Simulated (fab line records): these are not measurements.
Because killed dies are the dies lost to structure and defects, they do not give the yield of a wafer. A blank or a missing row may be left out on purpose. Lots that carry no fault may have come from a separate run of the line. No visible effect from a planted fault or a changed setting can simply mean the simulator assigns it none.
A lot that was struck, set against a sound lot -- flow sky130 -- 18 out of 708 route steps
Sound: these wafers, L570.1, L570.2, L570.5. Wafers struck: L580.1, L580.4, L580.5. At the end, the cause is stated.
Each step with rows lists, per side, the tool, then ch with its chambers, then its first start. Under that, the readings that differ: sound wafers -- struck wafers -- difference of the means -- sigmas: that difference in standard deviations of wafers without a fault.
alike: words and numbers the same on both sides, and readings whose means are apart by under 2 such deviations; not compared: readings that were withheld, readings missing a value for some wafer, numbers with overlapping values and no deviation given by the record, and bounds like >300 which may hide the same value.
The two part at a step that has a row with sigmas, a row that says differs or no value, or rows on one side only. When numbers do not overlap yet have no deviation, they are printed without sigmas and do not part them. A reading that every wafer of one side lacks parts them only if that side has two wafers or more.

first, 2 steps without rows for these wafers: SKY_NWELL_PEB_08; SKY_NWELL_DEVELOP_09 (develop time 60 s).
SKY_NWELL_OVL_MEAS_10:
  sound on overlay-02 at day 5 02:51; struck on overlay-02 at day 7 11:59
  alike: NWELL_00_OVL
then, 3 steps without rows for these wafers: SKY_NWELL_IMPLANT_11; SKY_NWELL_IMPLANT_12; SKY_NWELL_IMPLANT_13.
SKY_NWELL_STRIP_14: strips in O2/N2.
  sound on plasma-asher-01 ch 0,1, day 5 03:20; struck on plasma-asher-01 ch 0,1, day 7 12:28
reading,sound,struck,difference,sigmas
strip-time-to-endpoint-s (s),37.05 37.06 36.91,36.73 36.71 36.75,-0.28,-3
  alike: drypump-motor-current-A, oes-product-au
  not compared: rf-hours-counter-h
SKY_NWELL_TW_MEAS_15:
  sound on film-metro-02 at day 5 03:26; struck on film-metro-02 at day 7 12:34
  alike: NWELL_TW
then, 4 steps without rows for these wafers: SKY_NWELL_DEHYDRATE_16 (time 60 s); SKY_NWELL_HMDS_17 (prime time 60 s); SKY_NWELL_COAT_18 (resist thk 3000 nm); SKY_NWELL_SOFTBAKE_19.
SKY_NWELL_EXPOSE_20: exposes mask NWM COMPLEMENT, target cd 840 nm.
  sound on iline-stepper-02 ch 0, day 5 12:40; struck on iline-stepper-02 ch 0, day 7 22:19
reading,sound,struck,difference,sigmas
model.NWELL.overlay-x-nm (nm),0.1028 0.1028 0.1028,172.2 172.2 172.2,+172.1,
  alike: mask
then, 2 steps without rows for these wafers: SKY_NWELL_PEB_21; SKY_NWELL_DEVELOP_22 (develop time 60 s).
SKY_NWELL_OVL_MEAS_23:
  sound on overlay-02 at day 5 21:09; struck on overlay-02 at day 8 07:32
reading,sound,struck,difference,sigmas
NWELL_01_OVL (nm),0.8 1.7 1.2,174.3 175.3 173.7,+173.2,+99 or more
then, 1 step without rows for these wafers: SKY_NWELL_IMPLANT_24.
-- the record jumps here: 41 days lie between the struck wafers' starts before and after (it left off in module NWELL and takes up again in module PAD_OPEN, whose first step shown is number 708 of the route) --
SKY_PAD_OPEN_PROBE_99:
  sound on prober-01 at day 46 11:44; struck on prober-01 at day 48 20:57
reading,sound,struck,difference,sigmas
model.etest.pfet_16v.r-on-ohm-um,1.539e+04 1.537e+04 1.552e+04,2.114e+04 2.129e+04 2.116e+04,+5.770e+03,
model.etest.nfet_16v.r-on-ohm-um,1.403e+04 1.408e+04 1.386e+04,1.771e+04 1.783e+04 1.752e+04,+3.697e+03,
model.etest.pfet_16v.drive-ua-um,237.4 238.1 236.3,166.7 166.9 167,-70.4,
model.etest.nfet_16v.drive-ua-um,217.2 216.7 221.6,193.1 196.3 197.2,-23.0,
model.etest.sram-pfet-latch.drive-ua-um,147.4 145.7 146.8,158.3 153.7 156.5,+9.5,
  alike: killed_at_M0_to_M3, killed_at_M4_up, killed-at-contacts, killed-at-front-end, killed-at-other, killed-dies, killed-open, killed-short
  not compared: model.etest.sram-pfet-latch.vt-sat-v, model.etest.sram-pfet-latch.vt-v

## WHERE THEY PART
First at SKY_NWELL_STRIP_14; last, within this record, at SKY_NWELL_OVL_MEAS_23. Later steps at which nothing parts them and some readings are alike: SKY_PAD_OPEN_PROBE_99.

WHY: the cause the simulator had injected
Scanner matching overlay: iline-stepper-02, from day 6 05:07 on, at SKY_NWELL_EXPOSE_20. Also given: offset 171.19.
